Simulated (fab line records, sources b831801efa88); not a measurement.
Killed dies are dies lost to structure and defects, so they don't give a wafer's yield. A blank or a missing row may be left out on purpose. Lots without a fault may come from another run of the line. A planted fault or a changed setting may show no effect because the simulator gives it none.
One fault seen from 2 desks | flow gf180mcu | each desk has only its own numbers; what lay behind them comes last

THE TOOL OWNER'S DESK: pvd_sputter-01
The tool's own readings at GF_M4_SPUTTER_02 (material AlCu, target thk 450 nm, time 23.9 s): means of the sampled wafers that have a number, for each lot that ran on this tool. A lot is out of limits, marked OUT, if its mean lies more than 4 standard deviations from the usual mean; the brackets give that distance.
Columns: A = throttle_valve_pct at GF_M4_SPUTTER_02, usual 30.3 %
lot  | first seen here | A
L186 | day 23 15:12    | 30.0
L188 | day 23 20:39    | 30.2
L190 | day 24 16:28    | 30.6
L195 | day 26 04:40    | 30.8
L196 | day 26 15:41    | 30.6
This desk's finding: nothing out of limits on any of the 5 lots.

THE METROLOGY DESK
What the gauges read, lot by lot, whatever tool the lot ran on: means of the sampled wafers that have a number. A lot is out of limits, marked OUT, if its mean lies more than 4 standard deviations from the usual mean; the brackets give that distance.
Columns: A = M4_ALCU_RS at GF_M4_RS_MEAS_05, usual 0.0694 ohm/sq; B = M4_ALCU_THK at GF_M4_THK_MEAS_06, usual 450 nm
lot  | first seen here | A                | B
L184 | day 22 10:05    | 0.0684           | 461
L185 | day 22 18:52    | 0.0707           | 441
L186 | day 23 15:19    | 0.0692           | 457
L188 | day 23 20:44    | 0.0701           | 446
L190 | day 24 16:33    | 0.0693           | 447
L195 | day 26 04:46    | 0.0696           | 455
L196 | day 26 15:48    | 0.0616 (-11) OUT | 513 (+10) OUT
L203 | day 28 19:05    | 0.0692           | 445
L205 | day 29 03:44    | 0.0697           | 454
L206 | day 29 11:11    | 0.0688           | 450
L207 | day 29 13:58    | 0.0700           | 452
This desk's finding: out of limits on L196; first on L196, day 26 15:48 (M4_ALCU_RS at GF_M4_RS_MEAS_05). In limits: L184, L185, L186, L188, L190, L195, L203, L205, L206, L207.

PUT TOGETHER
The metrology desk could have raised an alarm at day 26 15:48, on L196.
The tool owner's desk saw nothing out of limits.
The tool owner's desk has L196 on record, within its limits.
Of the lots named, all ran GF_M4_SPUTTER_02 on pvd_sputter-01.

WHAT THE SIMULATOR HAD PUT IN
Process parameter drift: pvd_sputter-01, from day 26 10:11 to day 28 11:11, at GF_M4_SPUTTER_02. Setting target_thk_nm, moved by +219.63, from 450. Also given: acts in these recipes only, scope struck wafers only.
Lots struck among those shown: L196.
Hours from the fault's start to each desk's first reading out of limits: the metrology desk, 6.
